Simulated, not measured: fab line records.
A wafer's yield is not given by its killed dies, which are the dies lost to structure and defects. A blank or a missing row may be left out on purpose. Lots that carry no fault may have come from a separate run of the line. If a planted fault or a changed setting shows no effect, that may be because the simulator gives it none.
A single fault, viewed from 2 desks -- flow sky130 -- every desk sees just its own numbers, and what lay behind them comes last

DESK OF THE TOOL OWNER: plasmaAsher-04
The tool's own readings at SKY_NWELL_STRIP_14 (strips in O2/N2): means of the sampled wafers that have a number, for each lot that ran on this tool. If a lot's mean is further than 4 standard deviations from the usual mean, the lot is out of limits and carries the mark OUT (the distance appears in the brackets).
Columns: A = drypumpMotorCurrentA at SKY_NWELL_STRIP_14, usual 5.9 A; B = oesProductAu at SKY_NWELL_STRIP_14, usual 0.722 a.u.; C = stripTimeToEndpointS at SKY_NWELL_STRIP_14, usual 36.93 s
lot,first seen here,A,B,C
L235,day 4 18:44,5.3,0.719,37.11
L237,day 5 01:02,5.5,0.728,36.81
L239,day 5 14:13,5.8,0.726,37.08
L241,day 6 00:26,5.5,0.958 (+47) OUT,-
L252,day 8 19:26,5.5,0.729,36.95
L254,day 9 06:56,5.8,0.723,36.94
L253,day 9 07:56,5.3,0.727,36.93
L256,day 9 16:41,5.8,0.724,37.05
L258,day 10 05:05,5.8,0.723,36.85
Finding of this desk: L241 out of limits; the first was L241 at day 6 00:26, on oesProductAu at SKY_NWELL_STRIP_14. L235, L237, L239, L252, L254, L253, L256, L258: within limits.

FROM THE METROLOGY DESK
Lot by lot, what the gauges showed, no matter which tool ran the lot: averages of those sampled wafers that carry a number. If a lot's mean is further than 4 standard deviations from the usual mean, the lot is out of limits and carries the mark OUT (the distance appears in the brackets).
Columns: A = NWELL_2_TW at SKY_NWELL_TW_MEAS_26, usual 495; B = cdNm at SKY_VT_ADJUST_HVTR_CD_MEAS_07, usual 379.9 nm
lot,first seen here,A,B
L235,day 5 12:41,491,380.1
L237,day 5 19:29,495,379.2
L238,day 6 08:17,492,377.6
L239,day 6 08:49,493,385.0
L241,day 6 19:32,31 (-99) OUT,380.6
L250,day 9 04:14,493,381.1
L251,day 9 16:35,499,377.6
L252,day 9 18:06,491,377.4
L254,day 10 05:14,505,378.3
L253,day 10 07:02,491,376.4
L256,day 10 15:29,492,380.1
L257,day 10 21:08,502,379.2
L258,day 11 04:38,504,382.6
This desk finds L241 out of limits, with the earliest case on L241 at day 6 19:32 (NWELL_2_TW at SKY_NWELL_TW_MEAS_26). L235, L237, L238, L239, L250, L251, L252, L254, L253, L256, L257, L258: within limits.

PUT TOGETHER
An alarm could have come from the tool owner's desk at day 6 00:26, on L241.
At day 6 19:32 the metrology desk could have sounded an alarm, on L241.
On plasmaAsher-04, each named lot ran SKY_NWELL_STRIP_14.

WHAT THE SIMULATOR PUT IN
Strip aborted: plasmaAsher-04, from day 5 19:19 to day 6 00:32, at SKY_NWELL_STRIP_14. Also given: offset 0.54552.
Lots struck among those shown: L241.
Time in hours from fault onset to the first out-of-limits reading at each desk: tool owner's desk 5, metrology desk 24.
